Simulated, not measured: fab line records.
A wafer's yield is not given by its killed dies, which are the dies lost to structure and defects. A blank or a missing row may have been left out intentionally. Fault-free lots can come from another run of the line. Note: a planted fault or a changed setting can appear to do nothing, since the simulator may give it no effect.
Which tool did it? :: flow sky130 :: 13 lots, 39 wafers sampled, at 4 steps of a route of 708

WHAT EACH GAUGE READ, for each wafer
SKY_METAL2_CD_MEAS_15 targets a cd of 140 nm. Usual: 140.1 nm for cdNm, sd 1.6.
lot: L455
measured: day 34 13:16
on: cdSem-02
cdNm (nm): 140.4 139.9 140.5
flag: 

lot: L456
measured: day 35 12:34
on: cdSem-01
cdNm (nm): 137.7 137.2 137.3
flag: 

lot: L457
measured: day 36 07:23
on: cdSem-02
cdNm (nm): 140.7 140.4 142.0
flag: 

lot: L459
measured: day 36 11:24
on: cdSem-02
cdNm (nm): 139.5 140.1 140.7
flag: 

lot: L458
measured: day 36 15:05
on: cdSem-01
cdNm (nm): 141.3 141.9 143.3
flag: 

lot: L463
measured: day 38 02:06
on: cdSem-02
cdNm (nm): 142.2 143.8 143.4
flag: 

lot: L462
measured: day 38 06:52
on: cdSem-02
cdNm (nm): 139.0 139.2 139.2
flag: 

lot: L469
measured: day 40 05:55
on: cdSem-01
cdNm (nm): 140.7 140.8 140.2
flag: 

lot: L472
measured: day 40 09:24
on: cdSem-01
cdNm (nm): 142.4 141.5 141.4
flag: 

lot: L474
measured: day 41 01:19
on: cdSem-01
cdNm (nm): 139.1 136.6 139.4
flag: 

lot: L476
measured: day 41 11:46
on: cdSem-01
cdNm (nm): 139.0 139.1 139.1
flag: 

lot: L477
measured: day 41 16:50
on: cdSem-02
cdNm (nm): 139.1 139.1 139.3
flag: 

lot: L478
measured: day 42 05:59
on: cdSem-02
cdNm (nm): 139.6 140.6 139.9
flag: 

SKY_VIA2_THK_MEAS_01. Usual: VIA2_HDPCVD_THK 1177 nm, standard deviation 13.
lot: L455
measured: day 34 14:22
on: filmMetro-04
VIA2_HDPCVD_THK (nm): 1170 1177 1168
flag: 

lot: L456
measured: day 35 13:38
on: filmMetro-02
VIA2_HDPCVD_THK (nm): 1175 1165 1169
flag: 

lot: L457
measured: day 36 08:26
on: filmMetro-02
VIA2_HDPCVD_THK (nm): 1167 1173 1187
flag: 

lot: L459
measured: day 36 12:27
on: filmMetro-04
VIA2_HDPCVD_THK (nm): 1188 1181 1185
flag: 

lot: L458
measured: day 36 16:08
on: filmMetro-02
VIA2_HDPCVD_THK (nm): 1191 1194 1184
flag: 

lot: L463
measured: day 38 03:20
on: filmMetro-02
VIA2_HDPCVD_THK (nm): 2143 2169 2155 2144 2168 2153
flag: OFF

lot: L462
measured: day 38 07:55
on: filmMetro-03
VIA2_HDPCVD_THK (nm): 2159 2154 2147 2162 2154 2146
flag: OFF

lot: L469
measured: day 40 07:01
on: filmMetro-04
VIA2_HDPCVD_THK (nm): 1173 1160 1163
flag: 

lot: L472
measured: day 40 10:29
on: filmMetro-04
VIA2_HDPCVD_THK (nm): 1177 1166 1164
flag: 

lot: L474
measured: day 41 02:23
on: filmMetro-02
VIA2_HDPCVD_THK (nm): 1170 1168 1180
flag: 

lot: L476
measured: day 41 12:51
on: filmMetro-03
VIA2_HDPCVD_THK (nm): 1175 1167 1162
flag: 

lot: L477
measured: day 41 17:54
on: filmMetro-04
VIA2_HDPCVD_THK (nm): 1172 1194 1178
flag: 

lot: L478
measured: day 42 07:02
on: filmMetro-02
VIA2_HDPCVD_THK (nm): 1166 1186 1169
flag: 

EACH LOT AND THE TOOL THAT RAN IT (in order: tool; ch and the chambers of the sampled wafers; start)
lot: L455
SKY_METAL2_DESCUM_17: rieMetal-04 ch 0,1, day 34 13:25
SKY_VIA2_HDPCVD_00: hdpcvd-01 ch 0,2, day 34 14:14

lot: L456
SKY_METAL2_DESCUM_17: rieMetal-03 ch 0,1, day 35 12:43
SKY_VIA2_HDPCVD_00: hdpcvd-01 ch 1,2, day 35 13:30

lot: L457
SKY_METAL2_DESCUM_17: rieMetal-03 ch 0,1, day 36 07:31
SKY_VIA2_HDPCVD_00: hdpcvd-02 ch 0,1,2, day 36 08:17

lot: L459
SKY_METAL2_DESCUM_17: rieMetal-04 ch 0, day 36 11:32
SKY_VIA2_HDPCVD_00: hdpcvd-02 ch 0,1,2, day 36 12:19

lot: L458
SKY_METAL2_DESCUM_17: rieMetal-01 ch 0,1, day 36 15:14
SKY_VIA2_HDPCVD_00: hdpcvd-02 ch 0,1, day 36 16:01

lot: L463
SKY_METAL2_DESCUM_17: rieMetal-03 ch 0, day 38 02:15
SKY_VIA2_HDPCVD_00: hdpcvd-02 ch 0,2, day 38 03:12

lot: L462
SKY_METAL2_DESCUM_17: rieMetal-01 ch 0,1, day 38 07:01
SKY_VIA2_HDPCVD_00: hdpcvd-02 ch 0,1,2, day 38 07:48

lot: L469
SKY_METAL2_DESCUM_17: rieMetal-01 ch 0,1, day 40 06:04
SKY_VIA2_HDPCVD_00: hdpcvd-01 ch 0,1, day 40 06:53

lot: L472
SKY_METAL2_DESCUM_17: rieMetal-03 ch 0,1, day 40 09:32
SKY_VIA2_HDPCVD_00: hdpcvd-01 ch 1,2, day 40 10:22

lot: L474
SKY_METAL2_DESCUM_17: rieMetal-03 ch 0,1, day 41 01:28
SKY_VIA2_HDPCVD_00: hdpcvd-01 ch 0,1, day 41 02:15

lot: L476
SKY_METAL2_DESCUM_17: rieMetal-03 ch 0,1, day 41 11:54
SKY_VIA2_HDPCVD_00: hdpcvd-01 ch 0,1, day 41 12:42

lot: L477
SKY_METAL2_DESCUM_17: rieMetal-03 ch 0,1, day 41 16:59
SKY_VIA2_HDPCVD_00: hdpcvd-02 ch 0,2, day 41 17:46

lot: L478
SKY_METAL2_DESCUM_17: rieMetal-03 ch 0,1, day 42 06:07
SKY_VIA2_HDPCVD_00: hdpcvd-02 ch 1,2, day 42 06:55
- SKY_METAL2_DESCUM_17: chemistry O2, time 8 s.
- SKY_VIA2_HDPCVD_00: deposits SiO2, target thk 1180 nm, time 196.7 s.

WHAT THE TOOLS THEMSELVES READ (means of the sampled wafers that have a number; where no wafer has one, the mark that the record gives instead)
SKY_METAL2_DESCUM_17. Usual: drypumpMotorCurrentA 6.1 A, standard deviation 0.47; oesProductAu 0.999 a.u., standard deviation 0.0098.
lot: L455
tool: rieMetal-04
drypumpMotorCurrentA (A): 6.1
oesProductAu (a.u.): 1.009
flag: 

lot: L456
tool: rieMetal-03
drypumpMotorCurrentA (A): 6.2
oesProductAu (a.u.): 0.999
flag: 

lot: L457
tool: rieMetal-03
drypumpMotorCurrentA (A): 6.2
oesProductAu (a.u.): 1.004
flag: 

lot: L459
tool: rieMetal-04
drypumpMotorCurrentA (A): 5.8
oesProductAu (a.u.): 1.017
flag: 

lot: L458
tool: rieMetal-01
drypumpMotorCurrentA (A): 5.4
oesProductAu (a.u.): 1.003
flag: 

lot: L463
tool: rieMetal-03
drypumpMotorCurrentA (A): 6.6
oesProductAu (a.u.): 0.988
flag: 

lot: L462
tool: rieMetal-01
drypumpMotorCurrentA (A): 5.4
oesProductAu (a.u.): 0.997
flag: 

lot: L469
tool: rieMetal-01
drypumpMotorCurrentA (A): 5.4
oesProductAu (a.u.): 0.989
flag: 

lot: L472
tool: rieMetal-03
drypumpMotorCurrentA (A): 6.2
oesProductAu (a.u.): 0.994
flag: 

lot: L474
tool: rieMetal-03
drypumpMotorCurrentA (A): 6.0
oesProductAu (a.u.): 0.998
flag: 

lot: L476
tool: rieMetal-03
drypumpMotorCurrentA (A): 6.0
oesProductAu (a.u.): 1.000
flag: 

lot: L477
tool: rieMetal-03
drypumpMotorCurrentA (A): 6.3
oesProductAu (a.u.): 1.003
flag: 

lot: L478
tool: rieMetal-03
drypumpMotorCurrentA (A): 6.2
oesProductAu (a.u.): 0.992
flag: 

SKY_VIA2_HDPCVD_00. Usual: 60.00 sccm for sih4FlowSccm, sd 0.18.
lot: L455
tool: hdpcvd-01
sih4FlowSccm (sccm): 60.01
flag: 

lot: L456
tool: hdpcvd-01
sih4FlowSccm (sccm): 60.08
flag: 

lot: L457
tool: hdpcvd-02
sih4FlowSccm (sccm): 60.09
flag: 

lot: L459
tool: hdpcvd-02
sih4FlowSccm (sccm): 60.06
flag: 

lot: L458
tool: hdpcvd-02
sih4FlowSccm (sccm): 59.97
flag: 

lot: L463
tool: hdpcvd-02
sih4FlowSccm (sccm): 59.89
flag: 

lot: L462
tool: hdpcvd-02
sih4FlowSccm (sccm): 60.00
flag: 

lot: L469
tool: hdpcvd-01
sih4FlowSccm (sccm): 60.06
flag: 

lot: L472
tool: hdpcvd-01
sih4FlowSccm (sccm): 59.92
flag: 

lot: L474
tool: hdpcvd-01
sih4FlowSccm (sccm): 59.86
flag: 

lot: L476
tool: hdpcvd-01
sih4FlowSccm (sccm): 59.90
flag: 

lot: L477
tool: hdpcvd-02
sih4FlowSccm (sccm): 60.04
flag: 

lot: L478
tool: hdpcvd-02
sih4FlowSccm (sccm): 60.12
flag: 

THE ANSWER, worked out from the rows above alone
Rule: take the mean of a lot's wafers that have a number; if it is more than 3 standard deviations from the usual mean, the lot is off. A lot without any number at a reading at which 4 lots or more have one is off too. The other lots that the step has rows for count as sound. After the gauges, taken in route order, come the tools' own readings; for these a lot's mean is taken, as printed above. At the first step where some lot is off, the reading lying furthest off is the one used; lots without a number count as furthest.
Off: at SKY_VIA2_THK_MEAS_01 (VIA2_HDPCVD_THK), L463, L462.
A tool fits if, at a process step before that reading, it ran every lot that is off, and no sound lot after the first of them. The gauges at SKY_VIA2_THK_MEAS_01 are tried like those tools. Not one of the candidates tried fits.

WHAT THE SIMULATOR HAD INSERTED
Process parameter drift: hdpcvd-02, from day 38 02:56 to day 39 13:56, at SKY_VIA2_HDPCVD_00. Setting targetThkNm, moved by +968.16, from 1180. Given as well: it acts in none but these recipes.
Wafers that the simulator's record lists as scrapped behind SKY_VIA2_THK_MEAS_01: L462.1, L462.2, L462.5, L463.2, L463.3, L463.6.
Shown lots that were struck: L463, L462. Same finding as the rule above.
